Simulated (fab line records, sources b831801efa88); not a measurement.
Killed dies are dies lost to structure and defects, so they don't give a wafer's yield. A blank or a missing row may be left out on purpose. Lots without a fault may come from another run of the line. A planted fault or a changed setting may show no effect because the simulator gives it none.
A struck lot beside a sound one | flow gf180mcu | 43 steps out of a route of 602
Sound: wafers L275.2, L275.3, L275.6. Struck: wafers L281.2, L281.4, L281.6. The cause comes at the end.
At each step with rows: each side's tool, then ch and its chambers, then its first start. Under that, the readings that differ: sound wafers | struck wafers | difference of the means | sigmas: that difference in standard deviations of wafers without a fault.
alike: readings whose means differ by less than 2 such deviations, and words and numbers that are the same on both sides. not compared: withheld readings, readings that some wafer has no value for, bounds like >300 that may hide the same value, and numbers for which the record gives no deviation and whose values overlap.
The two part at a step that has a row with sigmas, a row that says differs or no value, or rows on one side only. Numbers that don't overlap but have no deviation are shown without sigmas and don't part them. A reading that every wafer of one side lacks parts them only if that side has two wafers or more.

first, 1 step without rows for these wafers: GF_STI_OXIDATION_21 (stabilise 600 s, purge 300 s, target thk 15 nm).
GF_STI_THK_MEAS_22:
  sound on film_metro-03, day 3 19:59; struck on film_metro-03, day 4 23:00
  reading                   | sound          | struck         | difference | sigmas
  STI_OXIDATION_01_THK (nm) | 16.5 15.9 16.3 | 14.8 15.0 15.0 | -1.3       | -3
then, 1 step without rows for these wafers: GF_STI_CVD_23 (deposits SiO2, target thk 650 nm, time 108.3 s).
GF_STI_THK_MEAS_24:
  sound on film_metro-03, day 3 20:07; struck on film_metro-03, day 4 23:08
  alike: STI_CVD_23_THK
GF_STI_CMP_25: polishes, stops on Si3N4, t overpolish 33 s, target thk 524.6 nm.
  sound on cmp-02 ch 0,1,3, day 3 20:16; struck on cmp-01 ch 1,2, day 4 23:14
  alike: motor_current_A, overpolish_run_s, time_to_endpoint_s
then, 4 steps without rows for these wafers: GF_STI_WET_ETCH_26 (etches SiO2 in dHF, target depth 94 nm, time 188 s); GF_STI_WET_ETCH_27 (etches Si3N4 in H3PO4, target depth 160 nm, time 1825 s); GF_STI_WET_ETCH_28 (etches SiO2 in dHF, target depth 20 nm, time 40 s); GF_STI_OXIDATION_29 (stabilise 600 s, purge 300 s, target thk 10 nm).
GF_STI_THK_MEAS_30:
  sound on film_metro-01, day 4 00:46; struck on film_metro-03, day 5 03:13
  alike: STI_OXIDATION_02_THK
then, 2 steps without rows for these wafers: GF_DNWELL_DEHYDRATE_00 (time 60 s); GF_DNWELL_HMDS_01 (prime time 60 s).
GF_DNWELL_COAT_02: resist thk 3000 nm.
  sound on litho_track-02 ch 0, day 4 07:31; struck on litho_track-03, day 5 09:40
  no value came back on the struck wafers for chill_plate_temp_C (C), dispense_pressure_kPa (kPa), resist_line_temp_C (C), spin_speed_rpm (rpm); on the sound wafers chill_plate_temp_C (C) reads 22.85 23.02 22.93
then, 5 steps without rows for these wafers: GF_DNWELL_SOFTBAKE_03; GF_DNWELL_EXPOSE_04 (exposes mask DNWELL, target cd 1700 nm); GF_DNWELL_PEB_05; GF_DNWELL_DEVELOP_06 (develop time 60 s); GF_DNWELL_IMPLANT_07.
GF_DNWELL_STRIP_08: strips in O2/N2.
  sound on plasma_asher-02 ch 0,1, day 4 14:59; struck on plasma_asher-04 ch 0,1, day 5 17:26
  no value came back on the struck wafers for oes_product_au (a.u.), strip_time_to_endpoint_s (s); on the sound wafers oes_product_au (a.u.) reads 0.719 0.715 0.728
  alike: drypump_motor_current_A, heater_power_w
  not compared: rf_hours_counter_h
GF_DNWELL_TW_MEAS_09:
  sound on film_metro-04, day 4 15:06; struck on film_metro-04, day 5 17:33
  alike: DNWELL_TW
then, 7 steps without rows for these wafers: GF_NWELL_DEHYDRATE_00 (time 60 s); GF_NWELL_HMDS_01 (prime time 60 s); GF_NWELL_COAT_02 (resist thk 3000 nm); GF_NWELL_SOFTBAKE_03; GF_NWELL_EXPOSE_04 (exposes mask Nwell, target cd 860 nm); GF_NWELL_PEB_05; GF_NWELL_DEVELOP_06 (develop time 60 s).
GF_NWELL_OVL_MEAS_07:
  sound on overlay-02, day 5 05:32; struck on overlay-02, day 6 08:14
  alike: NWELL_OVL
then, 2 steps without rows for these wafers: GF_NWELL_IMPLANT_08; GF_NWELL_IMPLANT_09.
GF_NWELL_STRIP_10: strips in O2/N2.
  sound on plasma_asher-03 ch 1, day 5 05:52; struck on plasma_asher-03 ch 0,1, day 6 08:34
  alike: drypump_motor_current_A, heater_power_w, oes_product_au, strip_time_to_endpoint_s
  not compared: rf_hours_counter_h
GF_NWELL_TW_MEAS_11:
  sound on film_metro-04, day 5 05:59; struck on film_metro-04, day 6 08:54
  reading  | sound          | struck         | difference | sigmas
  NWELL_TW | 1543 1539 1554 | 1824 1816 1818 | +274       | +27
  not compared: hold
then, 6 steps without rows for these wafers: GF_LVPWELL_HMDS_01 (prime time 60 s); GF_LVPWELL_COAT_02 (resist thk 3000 nm); GF_LVPWELL_SOFTBAKE_03; GF_LVPWELL_EXPOSE_04 (exposes mask LVPWELL, target cd 600 nm); GF_LVPWELL_PEB_05; GF_LVPWELL_DEVELOP_06 (develop time 60 s).
GF_LVPWELL_OVL_MEAS_07:
  sound on overlay-02, day 5 20:21; struck on overlay-01, day 6 23:06
  alike: LVPWELL_OVL
then, 2 steps without rows for these wafers: GF_LVPWELL_IMPLANT_08; GF_LVPWELL_IMPLANT_09.
GF_LVPWELL_TW_MEAS_11:
  sound on film_metro-02, day 5 20:47; struck on film_metro-04, day 6 23:46
  reading    | sound       | struck         | difference | sigmas
  LVPWELL_TW | 557 559 556 | 1351 1361 1353 | +798       | +99 or more
  not compared: hold
GF_PASSIVATION_PROBE_99:
  the record has rows for the sound wafers here (prober-01, day 31 07:26) and none for the struck ones

WHERE THEY PART
First at GF_STI_THK_MEAS_22; last, within this record, at GF_PASSIVATION_PROBE_99.

WHY: what the simulator had put in
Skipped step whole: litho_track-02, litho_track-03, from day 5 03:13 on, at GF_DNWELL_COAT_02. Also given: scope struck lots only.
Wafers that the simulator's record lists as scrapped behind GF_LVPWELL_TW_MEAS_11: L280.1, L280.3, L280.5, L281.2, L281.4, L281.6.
